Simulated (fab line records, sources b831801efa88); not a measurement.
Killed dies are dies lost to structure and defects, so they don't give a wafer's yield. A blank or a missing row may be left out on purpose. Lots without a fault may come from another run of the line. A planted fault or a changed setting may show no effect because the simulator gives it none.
One fault seen from 2 desks | flow sky130 | each desk has only its own numbers; what lay behind them comes last

THE METROLOGY DESK
What the gauges read, lot by lot, whatever tool the lot ran on: means of the sampled wafers that have a number. A lot is out of limits, marked OUT, if its mean lies more than 4 standard deviations from the usual mean; the brackets give that distance.
Columns: A = SONOS_ONO_OXIDATION_THK at SKY_SONOS_ONO_THK_MEAS_01, usual 2.58 nm; B = CONTACT_W_THK at SKY_CONTACT_THK_MEAS_26, usual 330 nm
lot  | first seen here | A    | B
L252 | day 13 00:44    | 2.59 | 320
L253 | day 13 05:00    | 2.60 | 326
L254 | day 13 18:08    | 2.54 | 326
L255 | day 14 03:26    | 2.60 | 335
L256 | day 14 06:41    | 2.54 | 314
L257 | day 14 08:42    | 2.56 | 320
L259 | day 15 03:44    | 2.56 | 336
L261 | day 16 02:33    | 2.58 | 340
L262 | day 16 07:41    | 2.60 | 339
L267 | day 17 20:20    | 2.56 | 333
L268 | day 19 03:31    | 2.61 | 325
L270 | day 19 07:22    | 2.61 | 324
L269 | day 19 13:02    | 2.57 | 323
This desk's finding: nothing out of limits on any of the 13 lots.

THE TOOL OWNER'S DESK: iline_stepper-01
The tool's own readings at SKY_LDD_HVN_EXPOSE_04 (exposes mask HVNTM, target cd 700 nm): means of the sampled wafers that have a number, for each lot that ran on this tool. A lot is out of limits, marked OUT, if its mean lies more than 4 standard deviations from the usual mean; the brackets give that distance.
Columns: A = exposure_dose_mJ_cm2 at SKY_LDD_HVN_EXPOSE_04, usual 127.02; B = reticle_temp_C at SKY_LDD_HVN_EXPOSE_04, usual 23.01 C
lot  | first seen here | A                | B
L252 | day 21 13:32    | 127.09           | 23.25
L254 | day 22 08:19    | 126.88           | 23.21
L256 | day 22 23:11    | 127.04           | 22.98
L257 | day 23 02:36    | 127.03           | 23.06
L259 | day 23 18:01    | 127.01           | 22.93
L262 | day 25 05:26    | 134.15 (+51) OUT | 23.00
L268 | day 28 02:04    | 134.07 (+50) OUT | 23.09
L270 | day 28 02:32    | 134.07 (+50) OUT | 23.04
This desk's finding: out of limits on L262, L268, L270; first on L262, day 25 05:26 (exposure_dose_mJ_cm2 at SKY_LDD_HVN_EXPOSE_04). In limits: L252, L254, L256, L257, L259.

PUT TOGETHER
The tool owner's desk could have raised an alarm at day 25 05:26, on L262, L268, L270.
The metrology desk saw nothing out of limits.
The metrology desk has L262, L268, L270 on record, within its limits.
Of the lots named, all ran SKY_LDD_HVN_EXPOSE_04 on iline_stepper-01.

WHAT THE SIMULATOR HAD PUT IN
Process parameter drift: iline_stepper-01, from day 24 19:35 on, at SKY_LDD_HVN_EXPOSE_04. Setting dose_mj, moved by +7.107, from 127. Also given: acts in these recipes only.
Lots struck among those shown: L262, L268, L270.
Hours from the fault's start to each desk's first reading out of limits: the tool owner's desk, 10.
